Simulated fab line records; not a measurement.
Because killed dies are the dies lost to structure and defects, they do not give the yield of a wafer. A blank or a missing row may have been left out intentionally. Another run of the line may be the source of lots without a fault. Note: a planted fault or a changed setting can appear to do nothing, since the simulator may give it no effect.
Which tool was responsible? + flow sky130 + 6 lots with 18 wafers sampled at 2 steps, on a route of 708 steps

== WHAT EACH GAUGE READ, for each wafer ==
SKY_VIA2_OVL_MEAS_13.
| lot  | measured     | on         | VIA2_OVL (nm) |
|------|--------------|------------|---------------|
| L579 | day 37 04:19 | overlay-01 | -7 0 -8       |
| L585 | day 39 12:46 | overlay-01 | 2 7 -2        |
| L590 | day 41 01:25 | overlay-02 | 30 27 33      |
| L591 | day 41 08:40 | overlay-02 | -2 -2 -4      |
| L595 | day 42 06:01 | overlay-02 | -9 -6 -6      |
| L599 | day 43 01:48 | overlay-01 | -11 -5 -8     |

== WHAT TOOL EACH LOT RAN ON (gives the tool, then ch and the chambers of the sampled wafers, and finally the start) ==
| lot  | SKY_VIA2_EXPOSE_09                |
|------|-----------------------------------|
| L579 | krf_scanner-02 ch 0, day 36 15:27 |
| L585 | krf_scanner-02 ch 0, day 39 01:13 |
| L590 | krf_scanner-01 ch 0, day 40 13:16 |
| L591 | krf_scanner-02 ch 0, day 40 20:17 |
| L595 | krf_scanner-02 ch 0, day 41 17:19 |
| L599 | krf_scanner-02 ch 0, day 42 14:39 |
- SKY_VIA2_EXPOSE_09: exposes mask VIM2, target cd 200 nm.

== THE ANSWER, worked out from the rows above alone ==
Rule: the lots themselves supply what counts as usual. Put in order of their means at a reading, lots are off if they are a third of the lots or fewer, leave a main group of 4 or more, and stand apart from it by a gap of 3 or more times the standard deviation of the main group's means; of several such gaps the widest counts. A main group is skipped when, at the precision printed for the reading in the tables above, its means are all equal. Also off: a lot with no number at a reading for which 4 or more lots have one. Where the step has rows for the other lots, those lots are counted as sound.
Off: at SKY_VIA2_OVL_MEAS_13 (VIA2_OVL), L590. For the main group the mean is -4 nm and the standard deviation 3.7.
If a tool, at a process step before that reading, ran all the lots that are off and no sound lot after the first of them, it fits. The gauges at SKY_VIA2_OVL_MEAS_13 are tried like those tools. One fits: SKY_VIA2_EXPOSE_09 on krf_scanner-01. It ran no sound lot before its first lot that is off in this sample, so the start can't be narrowed down.

== WHAT THE SIMULATOR PUT IN ==
Scanner matching overlay: krf_scanner-01, from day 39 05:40 on, at SKY_VIA2_EXPOSE_09. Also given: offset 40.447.
Lots struck among those shown: L590. The rule given above showed the same thing.
